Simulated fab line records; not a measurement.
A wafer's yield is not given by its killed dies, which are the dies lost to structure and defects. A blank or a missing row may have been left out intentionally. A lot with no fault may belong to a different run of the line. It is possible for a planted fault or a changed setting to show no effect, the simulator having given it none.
fab line records    flow sky130
[record] lots = 24  wafers = 72  lastDay = 50
route steps=708 shown CAPM@539 METAL3@563 VIA3@585
lots with no fault: from the same line, run without faults
startH: hours from the record's first day to the start of the lot's first wafer shown    waitH: hours elapsed since this lot's preceding step    " identical to the entry in the row above    L1.1+2: several wafers, shown together as one row    - no value, or no start was given    * or withheld: withheld    < > ~ a bound
route shown NAME@n: a module of which the file shows steps, and the number in the route of the first    usual: mean and standard deviation over wafers with no fault    same: alike in all rows    chamber/n: place in a boat    sites: per-site readings    _std_site: the standard deviation of these    _edge_site: inner sites' mean taken away from outer sites' mean    radiusMm: how far each site lies from the wafer's centre    mask NAME#n: copy n    behind: the last tool/chamber to shape the wafer    hold: reason for holding the lot/hours on hold/outcome of the hold    device: the n, p or np transistor that did not switch    end of line: the same wafers' tests at the end of the route    where a step has no rows: the recipe by itself    killed: not the wafer's yield, but the dies lost to structure and defects at the first sort    map: per-die view of a wafer (x killed, . not killed, _ where there is no die)
set.NAME: the setting that was run; set.NAME@STEP: the one run at that earlier step    model.NAME: the simulator's own value behind a step, which no gauge read
a sample of lots followed through the steps of the route, with each step as a table and each wafer as a row
services: from which hour (startH, from the record's first day; less than 0 if before it) a tool's chamber was out of use, for how many hours, and why
[[steps]]
[step SKY_CAPM_SPUTTER_02]
[recipe] material = TiN  targetThkNm = 200  tempC = 300  powerW = 6500  timeS = 166.7  chamberPressurePa = 0.4
[usual] susceptorTempC = 300.00/0.17  throttleValvePct = 30.7/1.1
lot.wafer  tool           chamber  startH   waitH  susceptorTempC  throttleValvePct
L074.3     pvdSputter-02  -        867.60   0.0    300.03          31.7
L074.4     "              -        "        "      299.94          32.3
L074.5     "              -        "        "      299.85          31.8
L075.2     pvdSputter-04  -        876.91   0.0    299.81          30.6
L075.3     "              -        "        "      299.86          30.5
L075.5     "              -        "        "      300.21          30.2
L077.1     pvdSputter-02  -        888.45   0.1    299.95          32.1
L077.2     "              -        "        "      299.80          31.6
L077.6     "              -        "        "      300.03          31.7
L076.4     pvdSputter-04  -        890.90   0.0    299.83          29.7
L076.5     "              -        "        "      300.17          29.5
L076.6     "              -        "        "      300.18          30.2
L078.2     pvdSputter-02  -        892.79   0.0    299.88          32.0
L078.3     "              -        "        "      299.95          32.0
L078.4     "              -        "        "      300.02          29.3
L079.1     pvdSputter-04  -        894.56   0.1    299.67          30.4
L079.3     "              -        "        "      299.88          29.6
L079.6     "              -        "        "      300.05          30.6
L080.2     pvdSputter-02  -        905.70   0.0    300.08          31.8
L080.5     "              -        "        "      299.94          32.3
L080.6     "              -        "        "      299.91          31.6
L081.1     pvdSputter-03  -        909.43   0.1    299.94          30.3
L081.4     "              -        "        "      299.85          30.3
L081.6     "              -        "        "      299.86          30.5
L082.1     pvdSputter-02  -        921.30   0.1    299.90          31.6
L082.5     "              -        "        "      299.92          31.9
L082.6     "              -        "        "      299.73          28.9
L083.2     pvdSputter-04  -        925.43   0.0    299.98          30.7
L083.3     "              -        "        "      300.22          30.2
L083.5     "              -        "        "      299.99          30.6
L084.3     pvdSputter-03  -        932.13   0.0    300.18          28.4
L084.4     "              -        "        "      299.88          30.7
L084.6     "              -        "        "      299.86          30.5
L085.1     pvdSputter-02  -        935.56   0.1    299.78          31.4
L085.2     "              -        "        "      299.95          29.2
L085.3     "              -        "        "      299.83          31.6
L086.1     pvdSputter-03  -        938.66   0.1    300.31          30.1
L086.4     "              -        "        "      299.87          30.5
L086.5     "              -        "        "      300.01          30.3
L088.1     pvdSputter-02  -        955.16   0.1    299.82          32.2
L088.3     "              -        "        "      299.83          31.3
L088.5     "              -        "        "      300.10          32.4
L087.2     pvdSputter-02  -        956.23   0.0    300.01          29.3
L087.3     "              -        "        "      300.18          31.7
L087.4     "              -        "        "      299.99          31.4
L089.3     pvdSputter-02  -        963.43   0.0    300.06          31.5
L089.4     "              -        "        "      299.97          31.7
L089.6     "              -        "        "      299.89          29.2
L091.1     pvdSputter-02  -        972.79   0.1    300.06          32.1
L091.3     "              -        "        "      300.22          31.4
L091.6     "              -        "        "      300.12          31.6
L092.1     pvdSputter-02  -        979.88   0.1    299.91          31.8
L092.5     "              -        "        "      299.85          32.1
L092.6     "              -        "        "      299.94          29.2
L090.1     pvdSputter-03  -        980.84   0.1    300.11          30.4
L090.3     "              -        "        "      300.08          28.3
L090.6     "              -        "        "      300.04          30.2
L093.2     pvdSputter-02  -        990.24   0.0    299.83          32.0
L093.3     "              -        "        "      300.10          31.6
L093.6     "              -        "        "      300.02          29.1
L094.2     pvdSputter-03  -        993.04   0.0    300.29          30.5
L094.5     "              -        "        "      300.32          30.3
L094.6     "              -        "        "      300.00          30.3
L095.2     pvdSputter-02  -        1007.50  0.0    300.09          29.2
L095.4     "              -        "        "      300.08          32.1
L095.5     "              -        "        "      300.14          32.3
L096.3     pvdSputter-02  -        1009.70  0.0    300.13          31.4
L096.4     "              -        "        "      300.16          31.6
L096.5     "              -        "        "      300.19          31.8
L097.1     pvdSputter-03  -        1013.95  0.1    299.67          28.4
L097.3     "              -        "        "      300.20          30.6
L097.5     "              -        "        "      299.99          30.2
[step SKY_CAPM_RS_MEAS_03]
[recipe] thkMeasGauge = four-point-probe  reads = TiN_of_CAPM_SPUTTER_02
[usual] CAPM_TIN_RS = 6.92/0.091
lot.wafer  tool          chamber  startH   waitH  CAPM_TIN_RS[ohm/sq]
L074.3     filmMetro-02  -        867.75   0.1    7.09
L074.4     "             -        "        "      7.08
L074.5     "             -        "        "      7.09
L075.2     filmMetro-02  -        877.04   0.1    6.85
L075.3     "             -        "        "      6.96
L075.5     "             -        "        "      6.82
L077.1     filmMetro-02  -        888.56   0.1    6.98
L077.2     "             -        "        "      6.90
L077.6     "             -        "        "      6.99
L076.4     filmMetro-03  -        891.07   0.1    7.00
L076.5     "             -        "        "      6.99
L076.6     "             -        "        "      7.00
L078.2     filmMetro-03  -        892.92   0.1    6.95
L078.3     "             -        "        "      6.95
L078.4     "             -        "        "      6.97
L079.1     filmMetro-03  -        894.66   0.1    6.90
L079.3     "             -        "        "      6.90
L079.6     "             -        "        "      6.90
L080.2     filmMetro-02  -        905.84   0.1    6.93
L080.5     "             -        "        "      6.93
L080.6     "             -        "        "      6.95
L081.1     filmMetro-04  -        909.54   0.1    7.04
L081.4     "             -        "        "      7.10
L081.6     "             -        "        "      7.02
L082.1     filmMetro-03  -        921.41   0.1    7.03
L082.5     "             -        "        "      7.00
L082.6     "             -        "        "      6.90
L083.2     filmMetro-02  -        925.57   0.1    6.93
L083.3     "             -        "        "      6.73
L083.5     "             -        "        "      6.78
L084.3     filmMetro-03  -        932.28   0.1    6.88
L084.4     "             -        "        "      6.87
L084.6     "             -        "        "      6.87
L085.1     filmMetro-02  -        935.67   0.1    6.76
L085.2     "             -        "        "      6.79
L085.3     "             -        "        "      6.87
L086.1     filmMetro-04  -        938.77   0.1    6.94
L086.4     "             -        "        "      6.98
L086.5     "             -        "        "      7.01
L088.1     filmMetro-03  -        955.27   0.1    6.91
L088.3     "             -        "        "      6.85
L088.5     "             -        "        "      6.91
L087.2     filmMetro-02  -        956.36   0.1    6.95
L087.3     "             -        "        "      7.00
L087.4     "             -        "        "      6.96
L089.3     filmMetro-02  -        963.58   0.1    6.77
L089.4     "             -        "        "      6.88
L089.6     "             -        "        "      6.75
L091.1     filmMetro-02  -        972.90   0.1    6.94
L091.3     "             -        "        "      6.85
L091.6     "             -        "        "      7.01
L092.1     filmMetro-04  -        979.99   0.1    7.04
L092.5     "             -        "        "      7.04
L092.6     "             -        "        "      6.87
L090.1     filmMetro-02  -        980.95   0.1    6.78
L090.3     "             -        "        "      6.89
L090.6     "             -        "        "      6.95
L093.2     filmMetro-03  -        990.37   0.1    7.02
L093.3     "             -        "        "      6.88
L093.6     "             -        "        "      6.97
L094.2     filmMetro-03  -        993.17   0.1    6.89
L094.5     "             -        "        "      6.79
L094.6     "             -        "        "      7.00
L095.2     filmMetro-04  -        1007.63  0.1    6.91
L095.4     "             -        "        "      6.98
L095.5     "             -        "        "      7.01
L096.3     filmMetro-02  -        1009.85  0.1    6.83
L096.4     "             -        "        "      6.90
L096.5     "             -        "        "      6.94
L097.1     filmMetro-02  -        1014.07  0.1    6.80
L097.3     "             -        "        "      6.67
L097.5     "             -        "        "      6.96
[step SKY_METAL3_CD_MEAS_13]
[recipe] targetCdNm = 300
[usual] cdNm = 299.8/1.4
lot.wafer  tool      chamber  startH   waitH  cdNm
L074.3     cdSem-01  -        919.25   -      299.1
L074.4     "         -        "        "      301.3
L074.5     "         -        "        "      301.2
L075.2     cdSem-01  -        928.27   -      299.7
L075.3     "         -        "        "      299.9
L075.5     "         -        "        "      300.8
L077.1     cdSem-01  -        939.14   -      300.6
L077.2     "         -        "        "      301.6
L077.6     "         -        "        "      299.0
L076.4     cdSem-01  -        941.01   -      301.1
L076.5     "         -        "        "      301.7
L076.6     "         -        "        "      300.4
L078.2     cdSem-01  -        942.81   -      300.1
L078.3     "         -        "        "      298.7
L078.4     "         -        "        "      298.5
L079.1     cdSem-01  -        945.67   -      300.8
L079.3     "         -        "        "      299.8
L079.6     "         -        "        "      301.1
L080.2     cdSem-02  -        955.37   -      299.5
L080.5     "         -        "        "      299.6
L080.6     "         -        "        "      300.3
L081.1     cdSem-01  -        958.70   -      302.1
L081.4     "         -        "        "      300.1
L081.6     "         -        "        "      299.6
L082.1     cdSem-01  -        970.72   -      302.6
L082.5     "         -        "        "      301.7
L082.6     "         -        "        "      302.4
L083.2     cdSem-02  -        974.76   -      299.7
L083.3     "         -        "        "      300.1
L083.5     "         -        "        "      299.7
L084.3     cdSem-01  -        980.81   -      298.6
L084.4     "         -        "        "      296.8
L084.6     "         -        "        "      298.0
L085.1     cdSem-02  -        984.15   -      302.3
L085.2     "         -        "        "      303.8
L085.3     "         -        "        "      301.5
L086.1     cdSem-01  -        987.44   -      299.4
L086.4     "         -        "        "      299.5
L086.5     "         -        "        "      300.6
L088.1     cdSem-01  -        1003.60  -      299.1
L088.3     "         -        "        "      298.4
L088.5     "         -        "        "      300.1
L087.2     cdSem-02  -        1004.32  -      299.6
L087.3     "         -        "        "      301.1
L087.4     "         -        "        "      300.7
L089.3     cdSem-02  -        1011.44  -      297.7
L089.4     "         -        "        "      297.5
L089.6     "         -        "        "      298.2
L091.1     cdSem-01  -        1020.57  -      297.4
L091.3     "         -        "        "      297.2
L091.6     "         -        "        "      299.3
L092.1     cdSem-02  -        1027.02  -      299.6
L092.5     "         -        "        "      300.0
L092.6     "         -        "        "      301.0
L090.1     cdSem-01  -        1027.95  -      297.6
L090.3     "         -        "        "      296.9
L090.6     "         -        "        "      297.3
L093.2     cdSem-01  -        1036.42  -      299.7
L093.3     "         -        "        "      301.6
L093.6     "         -        "        "      300.4
L094.2     cdSem-02  -        1038.56  -      299.6
L094.5     "         -        "        "      299.7
L094.6     "         -        "        "      298.9
L095.2     cdSem-02  -        1053.72  -      299.0
L095.4     "         -        "        "      300.0
L095.5     "         -        "        "      299.7
L096.3     cdSem-01  -        1055.69  -      297.1
L096.4     "         -        "        "      298.2
L096.5     "         -        "        "      299.5
L097.1     cdSem-01  -        1059.00  -      300.3
L097.3     "         -        "        "      300.3
L097.5     "         -        "        "      298.0
[step SKY_METAL3_ETCH_16]
[recipe] chemistry = N2/H2  target = BARC  ionEnergyEv = 200  biasW = 100  pressureMtorr = 30  n2FlowSccm = 100  h2FlowSccm = 200  icpW = 500  stopOn = SiO2  timeS = 88.2  targetDepthA = 600
[usual] drypumpMotorCurrentA = 5.7/0.51  h2FlowSccm = 200.1/0.63  oesProductAu = 0.626/0.0048  throttleValvePct = 13.204/0.0087
lot.wafer  tool         chamber  startH   waitH  drypumpMotorCurrentA  h2FlowSccm  oesProductAu  rfHoursCounterH  throttleValvePct
L074.3     rieMetal-04  1        919.43   0.0    5.8                   199.4       0.626         -                13.196
L074.4     "            0        "        "      4.8                   199.5       0.632         -                13.213
L074.5     "            0        "        "      4.8                   198.8       0.629         -                13.213
L075.2     rieMetal-04  1        928.44   0.0    5.8                   200.6       0.634         16               13.204
L075.3     "            0        "        "      4.8                   200.6       0.624         -                13.209
L075.5     "            0        "        "      4.8                   199.8       0.623         -                13.191
L077.1     rieMetal-01  0        939.32   0.0    5.1                   199.7       0.633         5                13.188
L077.2     "            1        "        "      6.0                   200.5       0.628         15               13.219
L077.6     "            1        "        "      5.9                   199.8       0.625         -                13.200
L076.4     rieMetal-04  0        941.27   0.1    4.8                   200.6       0.620         -                13.213
L076.5     "            0        "        "      4.8                   201.5       0.622         -                13.214
L076.6     "            0        "        "      4.8                   200.3       0.622         -                13.192
L078.2     rieMetal-02  0        942.97   0.0    6.3                   200.5       0.627         9                13.203
L078.3     "            0        "        "      6.3                   200.1       0.622         -                13.207
L078.4     "            1        "        "      5.9                   199.9       0.629         -                13.211
L079.1     rieMetal-04  0        945.88   0.1    4.8                   199.8       0.623         15               13.196
L079.3     "            0        "        "      4.8                   199.7       0.624         -                13.203
L079.6     "            0        "        "      4.8                   199.8       0.620         -                13.194
L080.2     rieMetal-02  1        955.54   0.0    5.8                   199.9       0.627         17               13.202
L080.5     "            0        "        "      6.2                   199.6       0.630         -                13.215
L080.6     "            1        "        "      5.9                   199.5       0.634         -                13.214
L081.1     rieMetal-02  0        958.89   0.0    6.3                   199.3       0.619         10               13.189
L081.4     "            1        "        "      5.8                   200.6       0.626         -                13.206
L081.6     "            1        "        "      5.8                   200.5       0.629         -                13.198
L082.1     rieMetal-02  0        970.90   0.0    6.2                   201.0       0.623         10               13.201
L082.5     "            0        "        "      6.3                   201.9       0.628         -                13.191
L082.6     "            1        "        "      5.9                   199.1       0.627         -                13.196
L083.2     rieMetal-02  0        974.93   0.0    6.3                   200.4       0.634         10               13.198
L083.3     "            1        "        "      5.8                   200.3       0.623         -                13.212
L083.5     "            0        "        "      6.3                   200.4       0.627         -                13.203
L084.3     rieMetal-01  1        980.99   0.0    5.9                   199.9       0.627         -                13.202
L084.4     "            0        "        "      5.1                   200.2       0.618         -                13.210
L084.6     "            1        "        "      5.9                   199.5       0.628         -                13.212
L085.1     rieMetal-02  1        984.34   0.0    5.9                   200.0       0.633         19               13.193
L085.2     "            0        "        "      6.2                   199.2       0.623         11               13.207
L085.3     "            1        "        "      5.8                   200.4       0.629         -                13.203
L086.1     rieMetal-01  0        987.63   0.0    5.1                   199.5       0.626         7                13.207
L086.4     "            0        "        "      5.1                   199.0       0.616         -                13.198
L086.5     "            0        "        "      5.1                   199.7       0.625         -                13.195
L088.1     rieMetal-01  0        1003.79  0.0    5.1                   200.9       0.628         8                13.215
L088.3     "            0        "        "      5.1                   200.1       0.631         -                13.202
L088.5     "            1        "        "      5.9                   199.7       0.619         -                13.204
L087.2     rieMetal-02  0        1004.49  0.0    6.3                   199.9       0.636         12               13.218
L087.3     "            1        "        "      5.8                   200.9       0.618         -                13.215
L087.4     "            0        "        "      6.3                   199.2       0.624         -                13.206
L089.3     rieMetal-01  1        1011.63  0.0    5.9                   200.0       0.625         -                13.205
L089.4     "            0        "        "      5.1                   199.0       0.628         -                13.203
L089.6     "            1        "        "      5.9                   199.3       0.631         -                13.204
L091.1     rieMetal-02  1        1020.75  0.0    5.8                   199.7       0.628         21               13.205
L091.3     "            1        "        "      5.8                   199.5       0.633         -                13.208
L091.6     "            0        "        "      6.3                   201.1       0.626         -                13.203
L092.1     rieMetal-02  0        1027.20  0.0    6.3                   200.1       0.619         13               13.210
L092.5     "            0        "        "      6.3                   200.7       0.632         -                13.201
L092.6     "            1        "        "      5.8                   200.7       0.624         -                13.209
L090.1     rieMetal-02  0        1028.14  0.0    6.2                   200.2       0.625         14               13.208
L090.3     "            1        "        "      5.8                   200.0       0.623         -                13.208
L090.6     "            1        "        "      5.8                   200.6       0.623         -                13.188
L093.2     rieMetal-04  1        1036.59  0.0    5.8                   199.4       0.625         5                13.210
L093.3     "            1        "        "      5.8                   199.8       0.626         -                13.210
L093.6     "            1        "        "      5.9                   200.0       0.627         -                13.226
L094.2     rieMetal-01  0        1038.73  0.0    5.1                   200.5       0.618         11               13.205
L094.5     "            1        "        "      6.0                   199.8       0.628         -                13.190
L094.6     "            0        "        "      5.1                   200.0       0.626         -                13.197
L095.2     rieMetal-02  1        1053.89  0.0    5.9                   199.3       0.626         23               13.205
L095.4     "            1        "        "      5.9                   199.7       0.620         -                13.198
L095.5     "            1        "        "      5.8                   201.0       0.624         -                13.210
L096.3     rieMetal-02  1        1055.88  0.0    5.8                   200.4       0.627         -                13.207
L096.4     "            0        "        "      6.3                   200.6       0.623         -                13.198
L096.5     "            1        "        "      5.9                   199.2       0.623         -                13.213
L097.1     rieMetal-02  0        1059.19  0.0    6.3                   201.9       0.632         16               13.213
L097.3     "            1        "        "      5.8                   201.2       0.626         -                13.209
L097.5     "            0        "        "      6.2                   200.8       0.623         -                13.202
[step SKY_METAL3_STRIP_19]
[recipe] chemistry = O2/N2  powerW = 1400  pressureMtorr = 1500  platenTempC = withheld  o2FlowSccm = 3000  n2FlowSccm = 300  overashFraction = 0.5
[usual] drypumpMotorCurrentA = 5.6/0.51  oesProductAu = 0.500/0.0087  stripTimeToEndpointS = 6.49/0.17
lot.wafer  tool            chamber  startH   waitH  drypumpMotorCurrentA  oesProductAu  rfHoursCounterH  stripTimeToEndpointS
L074.3     plasmaAsher-01  0        919.72   0.1    6.4                   0.489         -                6.39
L074.4     "               1        "        "      5.6                   0.490         -                6.31
L074.5     "               0        "        "      6.4                   0.497         -                6.39
L075.2     plasmaAsher-02  0        928.74   0.1    4.9                   0.509         49               6.40
L075.3     "               0        "        "      4.9                   0.508         -                6.67
L075.5     "               0        "        "      5.0                   0.502         -                6.76
L077.1     plasmaAsher-04  1        939.62   0.1    6.0                   0.497         111              6.56
L077.2     "               0        "        "      5.8                   0.525         111              6.81
L077.6     "               1        "        "      6.0                   0.509         -                6.78
L076.4     plasmaAsher-02  0        941.60   0.1    5.0                   0.493         -                6.43
L076.5     "               0        "        "      5.0                   0.488         -                6.38
L076.6     "               1        "        "      5.4                   0.482         -                6.21
L078.2     plasmaAsher-01  1        943.45   0.2    5.6                   0.508         20               6.43
L078.3     "               0        "        "      6.4                   0.495         -                6.39
L078.4     "               1        "        "      5.6                   0.489         -                6.34
L079.1     plasmaAsher-01  1        946.28   0.1    5.6                   0.482         21               6.30
L079.3     "               0        "        "      6.4                   0.501         -                6.50
L079.6     "               1        "        "      5.6                   0.490         -                6.34
L080.2     plasmaAsher-01  1        955.84   0.1    5.6                   0.496         22               6.37
L080.5     "               1        "        "      5.6                   0.489         -                6.29
L080.6     "               0        "        "      6.4                   0.497         -                6.43
L081.1     plasmaAsher-02  1        959.19   0.1    5.4                   0.496         52               6.36
L081.4     "               0        "        "      4.9                   0.507         -                6.44
L081.6     "               1        "        "      5.4                   0.497         -                6.41
L082.1     plasmaAsher-01  1        971.20   0.1    5.6                   0.496         23               6.34
L082.5     "               0        "        "      6.3                   0.494         -                6.48
L082.6     "               1        "        "      5.6                   0.502         -                6.32
L083.2     plasmaAsher-02  1        975.40   0.2    5.3                   0.505         54               6.68
L083.3     "               1        "        "      5.4                   0.510         -                6.81
L083.5     "               0        "        "      4.9                   0.507         -                6.76
L084.3     plasmaAsher-02  0        981.28   0.1    4.9                   0.510         -                6.52
L084.4     "               1        "        "      5.4                   0.512         -                6.77
L084.6     "               1        "        "      5.4                   0.509         -                6.68
L085.1     plasmaAsher-02  0        984.81   0.3    5.0                   0.514         55               6.74
L085.2     "               1        "        "      5.4                   0.502         55               6.80
L085.3     "               1        "        "      5.4                   0.512         -                6.75
L086.1     plasmaAsher-02  0        987.92   0.1    4.9                   0.502         55               6.46
L086.4     "               1        "        "      5.4                   0.506         -                6.70
L086.5     "               1        "        "      5.4                   0.509         -                6.50
L088.1     plasmaAsher-01  1        1004.09  0.1    5.6                   0.497         26               6.39
L088.3     "               0        "        "      6.4                   0.507         -                6.64
L088.5     "               0        "        "      6.4                   0.506         -                6.63
L087.2     plasmaAsher-01  1        1004.79  0.1    5.6                   0.513         26               6.77
L087.3     "               1        "        "      5.6                   0.519         -                6.76
L087.4     "               0        "        "      6.4                   0.497         -                6.54
L089.3     plasmaAsher-02  0        1011.92  0.1    4.9                   0.496         -                6.59
L089.4     "               1        "        "      5.4                   0.493         -                6.38
L089.6     "               1        "        "      5.4                   0.507         -                6.58
L091.1     plasmaAsher-02  1        1021.05  0.1    5.4                   0.505         58               6.55
L091.3     "               1        "        "      5.4                   0.509         -                6.51
L091.6     "               0        "        "      4.9                   0.489         -                6.26
L092.1     plasmaAsher-01  1        1027.50  0.1    5.6                   0.506         28               6.64
L092.5     "               0        "        "      6.4                   0.490         -                6.40
L092.6     "               1        "        "      5.6                   0.513         -                6.67
L090.1     plasmaAsher-02  0        1028.44  0.1    4.9                   0.489         59               6.28
L090.3     "               1        "        "      5.4                   0.488         -                6.24
L090.6     "               1        "        "      5.4                   0.489         -                6.26
L093.2     plasmaAsher-01  0        1036.89  0.1    6.4                   0.490         29               6.32
L093.3     "               0        "        "      6.4                   0.499         -                6.35
L093.6     "               0        "        "      6.4                   0.495         -                6.32
L094.2     plasmaAsher-04  0        1039.02  0.1    5.8                   0.504         120              6.41
L094.5     "               0        "        "      5.7                   0.506         -                6.48
L094.6     "               1        "        "      6.0                   0.506         -                6.63
L095.2     plasmaAsher-01  0        1054.36  0.2    6.4                   0.503         30               6.67
L095.4     "               1        "        "      5.6                   0.516         -                6.62
L095.5     "               0        "        "      6.4                   0.506         -                6.68
L096.3     plasmaAsher-01  1        1056.17  0.1    5.6                   0.499         -                6.47
L096.4     "               0        "        "      6.4                   0.487         -                6.29
L096.5     "               1        "        "      5.6                   0.493         -                6.23
L097.1     plasmaAsher-01  1        1059.49  0.1    5.6                   0.497         31               6.58
L097.3     "               0        "        "      6.4                   0.501         -                6.51
L097.5     "               1        "        "      5.6                   0.494         -                6.28
[step SKY_VIA3_CD_MEAS_12]
[recipe] targetCdNm = 200
[usual] cdNm = 200.3/1.3
lot.wafer  tool      chamber  startH   waitH  cdNm
L074.3     cdSem-02  -        945.88   -      199.9
L074.4     "         -        "        "      201.1
L074.5     "         -        "        "      199.2
L075.2     cdSem-02  -        954.16   -      201.0
L075.3     "         -        "        "      202.1
L075.5     "         -        "        "      201.6
L077.1     cdSem-02  -        964.28   -      201.5
L077.2     "         -        "        "      202.4
L077.6     "         -        "        "      202.3
L076.4     cdSem-02  -        966.75   -      197.8
L076.5     "         -        "        "      200.1
L076.6     "         -        "        "      199.3
L078.2     cdSem-01  -        968.37   -      200.6
L078.3     "         -        "        "      199.9
L078.4     "         -        "        "      201.5
L079.1     cdSem-01  -        971.55   -      198.8
L079.3     "         -        "        "      197.5
L079.6     "         -        "        "      197.2
L080.2     cdSem-02  -        980.86   -      200.1
L080.5     "         -        "        "      199.3
L080.6     "         -        "        "      199.1
L081.1     cdSem-01  -        984.44   -      198.0
L081.4     "         -        "        "      201.3
L081.6     "         -        "        "      200.5
L082.1     cdSem-02  -        996.84   -      199.7
L082.5     "         -        "        "      199.7
L082.6     "         -        "        "      200.1
L083.2     cdSem-01  -        1000.41  -      200.5
L083.3     "         -        "        "      200.4
L083.5     "         -        "        "      201.6
L084.3     cdSem-01  -        1005.43  -      198.7
L084.4     "         -        "        "      199.4
L084.6     "         -        "        "      199.4
L085.1     cdSem-01  -        1009.45  -      200.2
L085.2     "         -        "        "      201.3
L085.3     "         -        "        "      201.3
L086.1     cdSem-02  -        1012.10  -      198.9
L086.4     "         -        "        "      198.9
L086.5     "         -        "        "      198.0
L088.1     cdSem-01  -        1028.88  -      203.3
L088.3     "         -        "        "      202.7
L088.5     "         -        "        "      200.7
L087.2     cdSem-01  -        1029.41  -      198.3
L087.3     "         -        "        "      199.3
L087.4     "         -        "        "      199.1
L089.3     cdSem-01  -        1035.68  -      199.3
L089.4     "         -        "        "      200.9
L089.6     "         -        "        "      200.8
L091.1     cdSem-01  -        1045.10  -      199.6
L091.3     "         -        "        "      200.9
L091.6     "         -        "        "      200.3
L092.1     cdSem-02  -        1051.45  -      200.8
L092.5     "         -        "        "      200.5
L092.6     "         -        "        "      200.0
L090.1     cdSem-02  -        1052.28  -      200.8
L090.3     "         -        "        "      200.6
L090.6     "         -        "        "      199.2
L093.2     cdSem-02  -        1059.67  -      200.4
L093.3     "         -        "        "      200.3
L093.6     "         -        "        "      200.4
L094.2     cdSem-02  -        1061.92  -      201.7
L094.5     "         -        "        "      199.7
L094.6     "         -        "        "      200.4
L095.2     cdSem-02  -        1076.90  -      202.2
L095.4     "         -        "        "      202.5
L095.5     "         -        "        "      202.9
L096.3     cdSem-02  -        1078.73  -      200.5
L096.4     "         -        "        "      200.7
L096.5     "         -        "        "      200.4
L097.1     cdSem-02  -        1082.33  -      200.5
L097.3     "         -        "        "      200.3
L097.5     "         -        "        "      200.5
[[services]]
tool            chamber  startH   hours  kind
pvdSputter-03   3        851.76   -      consumableReplace:kit
pvdSputter-03   3        851.76   18.0   scheduledDown
pvdSputter-03   3        851.76   18.0   ventCycle
rieMetal-01     0        865.41   6.5    repair
rieMetal-02     1        882.80   4.5    repair
rieMetal-04     -        902.57   0.6    repair
pvdSputter-03   -        904.73   0.5    repair
plasmaAsher-01  -        905.04   2.8    pm
plasmaAsher-02  -        918.72   3.2    repair
pvdSputter-04   -        925.62   4.7    repair
rieMetal-04     1        937.43   -      clean
rieMetal-04     1        937.43   16.9   scheduledDown
rieMetal-04     1        937.43   16.9   ventCycle
plasmaAsher-04  -        943.23   3.5    repair
plasmaAsher-02  -        943.61   5.7    repair
pvdSputter-04   -        954.48   9.7    repair
rieMetal-04     0        972.85   15.9   repair
plasmaAsher-01  -        975.79   6.1    repair
plasmaAsher-01  -        1020.89  3.7    repair
rieMetal-04     0        1041.55  -      clean
pvdSputter-03   2        1049.63  -      consumableReplace:kit
pvdSputter-03   2        1049.63  18.0   scheduledDown
pvdSputter-03   2        1049.63  18.0   ventCycle
plasmaAsher-04  -        1055.25  9.0    pm
[[key]]
fault none
